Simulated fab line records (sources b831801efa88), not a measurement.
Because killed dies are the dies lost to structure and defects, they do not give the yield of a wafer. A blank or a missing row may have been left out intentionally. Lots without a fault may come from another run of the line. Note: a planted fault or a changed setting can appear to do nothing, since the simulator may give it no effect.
Comparing a struck lot with a sound one / flow gf180mcu / 43 steps out of a route of 602
Sound: these wafers, L210.2, L210.3, L210.4. Struck: wafers L219.1, L219.2, L219.4. Last of all comes the cause.
Order at every step that has rows: each side's tool, ch and its chambers, its first start. Under that, the readings that differ: sound wafers / struck wafers / difference of the means / sigmas: that difference in standard deviations of wafers without a fault.
alike: same words and numbers on both sides, and readings whose means sit less than 2 such deviations apart. not compared: any withheld reading, any reading some wafer has no value for, any bound like >300 that may hide the same value, and any number with overlapping values for which the record gives no deviation.
The two part at a step that has a row with sigmas, a row that says differs or no value, or rows on one side only. When numbers do not overlap yet have no deviation, they are printed without sigmas and do not part them. A reading missing from all wafers of one side parts the sides only when that side holds two or more wafers.

first, 2 steps without rows for these wafers: GF_DNWELL_DEVELOP_06 (develop time 60 s); GF_DNWELL_IMPLANT_07.
GF_DNWELL_STRIP_08: strips in O2/N2.
  sound on plasmaAsher-02 ch 0,1, day 5 00:31; struck on plasmaAsher-02 ch 0,1, day 6 23:36
reading=oesProductAu (a.u.); sound=0.717 0.712 0.714; struck=0.727 0.723 0.723; difference=+0.010; sigmas=+2
  alike: drypumpMotorCurrentA, heaterPowerW, platenTempC, stripTimeToEndpointS
  not compared: rfHoursCounterH
GF_DNWELL_TW_MEAS_09:
  sound: filmMetro-02 at day 5 00:37; struck: filmMetro-01 at day 6 23:42
  alike: DNWELL_TW
then, 7 steps without rows for these wafers: GF_NWELL_DEHYDRATE_00 (time 60 s); GF_NWELL_HMDS_01 (prime time 60 s); GF_NWELL_COAT_02 (resist thk 3000 nm); GF_NWELL_SOFTBAKE_03; GF_NWELL_EXPOSE_04 (exposes mask Nwell, target cd 860 nm); GF_NWELL_PEB_05; GF_NWELL_DEVELOP_06 (develop time 60 s).
GF_NWELL_OVL_MEAS_07:
  sound: overlay-02 at day 5 14:32; struck: overlay-01 at day 7 15:17
  alike: NWELL_OVL
GF_NWELL_IMPLANT_08:
  sound on implanter-02 ch 0, day 5 14:36; struck on implanter-03 ch 0, day 7 15:19
reading=doseIonsCm2; sound=1.4982e+13 1.498e+13 1.4998e+13; struck=2.5055e+13 2.5051e+13 2.5065e+13; difference=+1.0070e+13; sigmas=+99 or more
reading=faradayCurrentUA; sound=84.0 84.0 84.6; struck=138.2 134.3 140.2; difference=+53.4; sigmas=+31
then, 1 step without rows for these wafers: GF_NWELL_IMPLANT_09.
GF_NWELL_STRIP_10: strips in O2/N2.
  sound on plasmaAsher-03 ch 0,1, day 5 14:52; struck on plasmaAsher-03 ch 0,1, day 7 15:37
  alike: drypumpMotorCurrentA, heaterPowerW, oesProductAu, platenTempC, stripTimeToEndpointS
  not compared: rfHoursCounterH
GF_NWELL_TW_MEAS_11:
  sound: filmMetro-04 at day 5 14:59; struck: filmMetro-04 at day 7 16:01
reading=NWELL_TW; sound=1607 1600 1602; struck=1843 1849 1840; difference=+241; sigmas=+20
  not compared: hold
then, 6 steps without rows for these wafers: GF_LVPWELL_HMDS_01 (prime time 60 s); GF_LVPWELL_COAT_02 (resist thk 3000 nm); GF_LVPWELL_SOFTBAKE_03; GF_LVPWELL_EXPOSE_04 (exposes mask LVPWELL, target cd 600 nm); GF_LVPWELL_PEB_05; GF_LVPWELL_DEVELOP_06 (develop time 60 s).
GF_LVPWELL_OVL_MEAS_07:
  sound: overlay-02 at day 6 05:39; struck: overlay-02 at day 8 07:09
  alike: LVPWELL_OVL
then, 2 steps without rows for these wafers: GF_LVPWELL_IMPLANT_08; GF_LVPWELL_IMPLANT_09.
GF_LVPWELL_STRIP_10: strips in O2/N2.
  sound on plasmaAsher-03 ch 0,1, day 6 05:59; struck on plasmaAsher-01 ch 0,1, day 8 07:29
  alike: drypumpMotorCurrentA, heaterPowerW, oesProductAu, platenTempC, stripTimeToEndpointS
  not compared: rfHoursCounterH
GF_LVPWELL_TW_MEAS_11:
  sound: filmMetro-04 at day 6 06:05; struck: filmMetro-04 at day 8 07:35
  alike: LVPWELL_TW
then, 7 steps without rows for these wafers: GF_MVSD_DEHYDRATE_00 (time 60 s); GF_MVSD_HMDS_01 (prime time 60 s); GF_MVSD_COAT_02 (resist thk 3000 nm); GF_MVSD_SOFTBAKE_03; GF_MVSD_EXPOSE_04 (exposes mask MVSD, target cd 1000 nm); GF_MVSD_PEB_05; GF_MVSD_DEVELOP_06 (develop time 60 s).
GF_MVSD_OVL_MEAS_07:
  sound: overlay-01 at day 6 21:17; struck: overlay-01 at day 8 23:28
  alike: MVSD_OVL
then, 2 steps without rows for these wafers: GF_MVSD_IMPLANT_08; GF_MVSD_IMPLANT_09.
GF_MVSD_STRIP_10: strips in O2/N2.
  sound on plasmaAsher-03 ch 0,1, day 6 21:37; struck on plasmaAsher-04 ch 0,1, day 8 23:47
  alike: drypumpMotorCurrentA, heaterPowerW, oesProductAu, platenTempC, stripTimeToEndpointS
  not compared: rfHoursCounterH
GF_MVSD_TW_MEAS_11:
  sound: filmMetro-03 at day 6 21:44; struck: filmMetro-01 at day 8 23:53
  alike: MVSD_TW
then, 2 steps without rows for these wafers: GF_MVPSD_DEHYDRATE_00 (time 60 s); GF_MVPSD_HMDS_01 (prime time 60 s).
-- the record jumps here: 4 days lie between the struck wafers' starts before and after --
GF_VT_IMPLANT_RS_MEAS_47: measures by four-point-probe.
  sound: filmMetro-01 at day 10 06:35; struck: filmMetro-04 at day 12 16:04
reading=NWELL_RS (ohm/sq); sound=488.2 489.0 488.1; struck=377.8 378.2 378.6; difference=-110.2; sigmas=-92
  not compared: hold
GF_PASSIVATION_PROBE_99:
  the record holds rows for the sound wafers here (prober-02, day 31 21:40) but none for the struck ones

== WHERE THEY PART ==
At GF_DNWELL_STRIP_08 first; at GF_PASSIVATION_PROBE_99 last (within this record only).

WHY: what had been put in by the simulator
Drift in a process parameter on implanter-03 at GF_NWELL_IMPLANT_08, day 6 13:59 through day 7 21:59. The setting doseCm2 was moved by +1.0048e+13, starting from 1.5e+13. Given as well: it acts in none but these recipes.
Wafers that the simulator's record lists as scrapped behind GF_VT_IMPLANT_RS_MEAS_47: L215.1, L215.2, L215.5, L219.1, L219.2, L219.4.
